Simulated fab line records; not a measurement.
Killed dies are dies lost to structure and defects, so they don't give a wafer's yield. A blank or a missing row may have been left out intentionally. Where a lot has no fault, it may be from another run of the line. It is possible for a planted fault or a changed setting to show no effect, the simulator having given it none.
Matching of chambers + flow gf180mcu + cmp-02 running GF_V5_CMP_04: 4 sister chambers
The step polishes SiO2. 4 wafers are shown with their chamber, then 7 later ones without.

WAFERS, EACH WITH ITS CHAMBER
| wafer  | chamber | motor_current_A (A) |
|--------|---------|---------------------|
| L100.5 | 2       | 13.6                |
| L100.6 | 3       | 12.3                |
| L101.1 | 1       | 13.5                |
| L101.2 | 0       | 12.4                |

WAFERS WITHOUT THEIR CHAMBER
| wafer  | motor_current_A (A) |
|--------|---------------------|
| L101.3 | 12.1                |
| L104.1 | 13.5                |
| L104.3 | 12.8                |
| L104.6 | 13.6                |
| L110.3 | 12.7                |
| L110.4 | 13.4                |
| L110.5 | 13.7                |

WHICH CHAMBER EACH ONE RAN IN
| wafer  | from the rows above               | in truth |
|--------|-----------------------------------|----------|
| L101.3 | can't be placed: 3 or 0           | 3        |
| L104.1 | can't be placed: 1 or 2           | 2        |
| L104.3 | can't be placed: 0 or 3 or 1 or 2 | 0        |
| L104.6 | can't be placed: 2 or 1           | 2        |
| L110.3 | can't be placed: 0 or 3           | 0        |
| L110.4 | can't be placed: 1 or 2           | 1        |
| L110.5 | can't be placed: 2 or 1           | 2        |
Correctly placed: 0 of 7. Cannot be placed on the basis of these rows: 7; the candidates contain the true chamber in 7. Wrongly placed: 0.
How it was worked out, from the rows above alone: a wafer's distance from a chamber is the root of the sum, over the readings, of the square of ((its reading less the chamber's mean) divided by the reading's scatter). The wafer belongs to the nearest chamber; if the next one is less than 2 further off, it can't be placed. The mean given for a chamber averages the wafers shown for that chamber. The scatter: root of mean squared gap, hidden wafer to nearest shown wafer, with one shown wafer a chamber.
